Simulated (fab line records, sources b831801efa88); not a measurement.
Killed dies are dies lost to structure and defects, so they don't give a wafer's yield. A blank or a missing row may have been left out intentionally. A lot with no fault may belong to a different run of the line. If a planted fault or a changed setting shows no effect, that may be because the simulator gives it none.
fab line records    flow sky130
record lots=14  wafers=42  last_day=50
route steps=708 shown FIELD_ISO@11 PAD_OPEN@708
lots untouched by any fault: they come from a run of this same line in which no faults occurred
start_h: start of the lot's first displayed wafer, in hours after the record's first day    wait_h: time in hours since the lot's previous step    " identical to the entry in the row above    L1.1+2: one row covering several wafers at once    - either no value or no given start    * or withheld: withheld    < > ~ a bound
route shown NAME@n: a module of which the file shows steps, and the number in the route of the first    usual: the fault-free wafers' mean and standard deviation    same: alike in all rows    chamber/n: place in a boat    sites: the reading at each site    _std_site: their standard deviation    _edge_site: the outer-site mean with the inner-site mean subtracted    radius_mm: for every site, how far away it sits from the centre of the wafer    mask NAME#n: copy n    behind: the last tool/chamber to shape the wafer    hold: cause of the lot's hold/its duration in hours/its outcome    device: which transistor (n, p or np) failed to switch    end of line: at the end of the route, the tests of the same wafers    step lacking rows: just its recipe    killed: not the wafer's yield, but the dies lost to structure and defects at the first sort    map: a wafer's dies, x killed, . not, _ none there
set.NAME: the setting the step ran with; set.NAME@STEP: the setting that earlier step ran with    model.NAME: the simulator's own value behind a step, which no gauge read
route steps across a sampled set of lots; one table per step, one row per wafer
services: when a tool's chamber went out of use (start_h, in hours from the record's first day, below 0 if earlier), for how many hours, and the reason
## steps
# step SKY_FIELD_ISO_EXPOSE_10
# recipe mask_id=FOM  na=0.68  source_shape=annular  sigma_inner=0.4  sigma_outer=0.8  target_cd_nm=150  dose_mj=28
# usual exposure_dose_mJ_cm2=28.19/0.2  focus_offset_nm=0.0/0.47  stage_vel_mm_s=499.98/0.29
lot.wafer  tool            chamber  start_h  wait_h  mask   exposure_dose_mJ_cm2  focus_offset_nm  stage_vel_mm_s
L959.1     krf_scanner-01  0        31.73    -       FOM#0  28.37                 0.5              499.89
L959.2     "               0        "        "       FOM#0  28.36                 1.3              500.19
L959.5     "               0        "        "       FOM#0  28.37                 1.2              500.02
L960.1     krf_scanner-01  0        36.03    -       FOM#0  28.38                 -0.9             499.52
L960.2     "               0        "        "       FOM#0  28.38                 -0.4             499.96
L960.3     "               0        "        "       FOM#0  28.36                 -0.7             500.19
L962.3     krf_scanner-01  0        47.45    -       FOM#0  28.38                 0.4              499.80
L962.4     "               0        "        "       FOM#0  28.37                 0.1              500.00
L962.5     "               0        "        "       FOM#0  28.39                 0.5              499.86
L963.1     krf_scanner-02  0        53.80    -       FOM#0  27.97                 0.5              500.01
L963.2     "               0        "        "       FOM#0  27.96                 0.1              499.74
L963.3     "               0        "        "       FOM#0  27.99                 0.5              500.12
L965.1     krf_scanner-01  0        62.43    -       FOM#0  28.37                 0.5              500.00
L965.2     "               0        "        "       FOM#0  28.37                 0.1              499.92
L965.4     "               0        "        "       FOM#0  28.41                 0.1              499.45
L966.1     krf_scanner-02  0        67.18    -       FOM#0  27.98                 -0.2             499.94
L966.3     "               0        "        "       FOM#0  27.98                 -0.1             500.04
L966.4     "               0        "        "       FOM#0  27.94                 -0.3             499.84
L967.1     krf_scanner-01  0        72.68    -       FOM#0  28.37                 0.8              500.07
L967.2     "               0        "        "       FOM#0  28.36                 0.1              499.79
L967.6     "               0        "        "       FOM#0  28.33                 0.4              500.30
L968.3     krf_scanner-01  0        79.66    -       FOM#0  28.39                 -0.2             499.62
L968.5     "               0        "        "       FOM#0  28.42                 0.0              499.66
L968.6     "               0        "        "       FOM#0  28.41                 0.0              499.54
L969.1     krf_scanner-02  0        83.05    -       FOM#0  27.99                 0.5              500.62
L969.5     "               0        "        "       FOM#0  27.96                 0.2              499.92
L969.6     "               0        "        "       FOM#0  27.98                 0.6              500.06
L971.1     krf_scanner-02  0        91.75    -       FOM#0  27.97                 0.8              499.35
L971.5     "               0        "        "       FOM#0  27.92                 -0.1             499.65
L971.6     "               0        "        "       FOM#0  27.98                 0.5              500.21
L972.3     krf_scanner-01  0        100.49   -       FOM#0  29.89                 -0.3             499.54
L972.4     "               0        "        "       FOM#0  29.89                 -0.9             500.03
L972.5     "               0        "        "       FOM#0  29.90                 -0.3             499.71
L977.2     krf_scanner-01  0        123.10   -       FOM#0  29.55                 0.1              499.77
L977.4     "               0        "        "       FOM#0  29.58                 0.2              499.55
L977.5     "               0        "        "       FOM#0  29.53                 0.4              499.62
L978.2     krf_scanner-02  0        128.47   -       FOM#0  28.04                 -1.0             499.75
L978.4     "               0        "        "       FOM#0  28.01                 -0.1             500.14
L978.6     "               0        "        "       FOM#0  27.95                 0.5              500.15
L980.1     krf_scanner-02  0        140.51   -       FOM#0  27.98                 -0.4             499.89
L980.4     "               0        "        "       FOM#0  27.96                 0.1              500.17
L980.5     "               0        "        "       FOM#0  27.92                 -0.5             499.96
# step SKY_FIELD_ISO_CD_MEAS_13
# recipe target_cd_nm=150
# usual cd_nm=150.1/1.4
lot.wafer  tool       chamber  start_h  wait_h  cd_nm
L959.1     cd_sem-01  -        38.48    -       150.3
L959.2     "          -        "        "       149.7
L959.5     "          -        "        "       148.5
L960.1     cd_sem-01  -        43.72    -       150.2
L960.2     "          -        "        "       149.8
L960.3     "          -        "        "       150.6
L962.3     cd_sem-02  -        54.55    -       149.7
L962.4     "          -        "        "       148.2
L962.5     "          -        "        "       148.9
L963.1     cd_sem-02  -        61.66    -       148.1
L963.2     "          -        "        "       149.0
L963.3     "          -        "        "       149.9
L965.1     cd_sem-02  -        70.23    -       150.0
L965.2     "          -        "        "       151.0
L965.4     "          -        "        "       150.8
L966.1     cd_sem-01  -        75.51    -       149.2
L966.3     "          -        "        "       150.1
L966.4     "          -        "        "       149.3
L967.1     cd_sem-02  -        81.31    -       151.6
L967.2     "          -        "        "       151.6
L967.6     "          -        "        "       151.3
L968.3     cd_sem-02  -        88.01    -       149.2
L968.5     "          -        "        "       151.5
L968.6     "          -        "        "       151.5
L969.1     cd_sem-02  -        90.86    -       151.3
L969.5     "          -        "        "       150.4
L969.6     "          -        "        "       149.3
L971.1     cd_sem-01  -        99.98    -       152.0
L971.5     "          -        "        "       152.1
L971.6     "          -        "        "       153.5
L972.3     cd_sem-02  -        108.75   -       141.4
L972.4     "          -        "        "       140.6
L972.5     "          -        "        "       140.5
L977.2     cd_sem-02  -        132.79   -       140.9
L977.4     "          -        "        "       143.4
L977.5     "          -        "        "       141.3
L978.2     cd_sem-02  -        138.18   -       146.1
L978.4     "          -        "        "       145.6
L978.6     "          -        "        "       147.3
L980.1     cd_sem-02  -        150.31   -       147.7
L980.4     "          -        "        "       145.6
L980.5     "          -        "        "       146.6
# step SKY_PAD_OPEN_PROBE_99
# usual killed_at_M0_to_M3=43/6.6  killed_at_M4_up=3.4/1.8  killed_at_contacts=24/4.9  killed_at_front_end=15/4.1  killed_at_other=0.3/0.55  killed_dies=85/8.8  killed_open=46/6.1  killed_short=39/5.7
# same gross_dies=492  killed_at_back_side=0
lot.wafer  tool       chamber  start_h  wait_h  killed_at_M0_to_M3  killed_at_M4_up  killed_at_contacts  killed_at_front_end  killed_at_other  killed_dies  killed_open  killed_short
L969.1     prober-02  -        1149.41  0.1     52                  2                23                  12                   0                89           39           50
L969.5     prober-02  -        1149.61  0.2     29                  5                18                  16                   0                68           43           25
L969.6     prober-02  -        1149.66  0.2     48                  6                21                  18                   0                93           52           40
L972.4     prober-01  -        1161.38  0.2     51                  4                26                  12                   0                93           52           40
L972.5     prober-01  -        1161.43  0.2     53                  1                22                  13                   0                89           53           36
# killed by level:class
L969.1 VIA1:geometric_particle:open=12 METAL1:geometric_particle:short=10 METAL2:geometric_particle:short=8 LOCAL_INTERCONNECT:geometric_particle:short=7 CONTACT:geometric_particle:open=6 VIA2:geometric_particle:open=6 LI_CONTACT:geometric_particle:open=5 VIA1:geometric_particle:short=5
L969.5 VIA1:geometric_particle:open=8 VIA3:geometric_particle:open=6 VIA2:geometric_particle:open=6 LOCAL_INTERCONNECT:geometric_particle:short=6 CONTACT:geometric_particle:open=6 FIELD_ISO:geometric_particle:open=5 LI_CONTACT:geometric_particle:open=5 VIA1:geometric_particle:short=5
L969.6 VIA1:geometric_particle:open=10 VIA2:geometric_particle:open=8 CONTACT:geometric_particle:open=7 METAL2:geometric_particle:short=7 VIA3:geometric_particle:open=6 LI_CONTACT:geometric_particle:short=5 FIELD_ISO:geometric_particle:open=4 POLY_GATE:geometric_particle:open=4
L972.4 VIA2:geometric_particle:open=11 VIA1:geometric_particle:open=9 LI_CONTACT:geometric_particle:open=7 METAL2:geometric_particle:short=7 LOCAL_INTERCONNECT:geometric_particle:short=6 CONTACT:geometric_particle:open=6 CONTACT:geometric_particle:short=5 VIA3:geometric_particle:open=5
L972.5 VIA1:geometric_particle:open=12 VIA3:geometric_particle:open=10 CONTACT:geometric_particle:open=9 LI_CONTACT:geometric_particle:open=8 VIA1:geometric_particle:short=8 VIA2:geometric_particle:open=7 METAL1:geometric_particle:short=5 METAL2:geometric_particle:short=5
## services
tool            chamber  start_h  hours  kind
krf_scanner-02  0        16.94    -      calibration
krf_scanner-01  0        20.63    -      calibration
krf_scanner-01  -        23.37    1.0    pm
krf_scanner-02  -        70.19    0.7    repair
krf_scanner-02  -        94.24    1.3    pm
krf_scanner-02  -        95.54    0.8    pm
krf_scanner-02  -        99.46    1.8    repair
krf_scanner-01  -        101.28   1.3    pm
krf_scanner-01  -        106.86   2.9    repair
krf_scanner-02  -        130.31   4.4    pm
krf_scanner-01  -        131.64   0.9    repair
krf_scanner-01  -        133.53   1.0    repair
krf_scanner-01  -        134.78   0.8    pm
krf_scanner-01  -        138.95   2.1    repair
## key
first_sign step=SKY_FIELD_ISO_EXPOSE_10  reading=exposure_dose_mJ_cm2  direction=up  sigmas=7.8  usual=*  struck=*
effect step=SKY_FIELD_ISO_CD_MEAS_13  reading=cd_nm  direction=down  sigmas=6  usual=150.1  struck=141.3  through=control_loop
met_at SKY_FIELD_ISO_EXPOSE_10
struck_lots L972,L977
tester_left_out L972,L977
loop_trim step=SKY_FIELD_ISO_EXPOSE_10  setting=dose  lots=L977
onset_between 79.66 100.49
fault kind=process_parameter_drift  tool=krf_scanner-01  chamber=-  onset_h=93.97  steps=SKY_FIELD_ISO_EXPOSE_10  channel=dose_mj  offset=1.5337  shape=step  acts_in=these_recipes_only  stated=28
# tester_left_out: of these lots the tester's yield and bins aren't shown, on N5 and GAA mostly nor the transistor test; their killed dies are dies lost to structure and defects alone, not to doping, threshold or leakage, so they don't give the yield
# loop_trim: a control loop set the setting to another value than it would have without faults
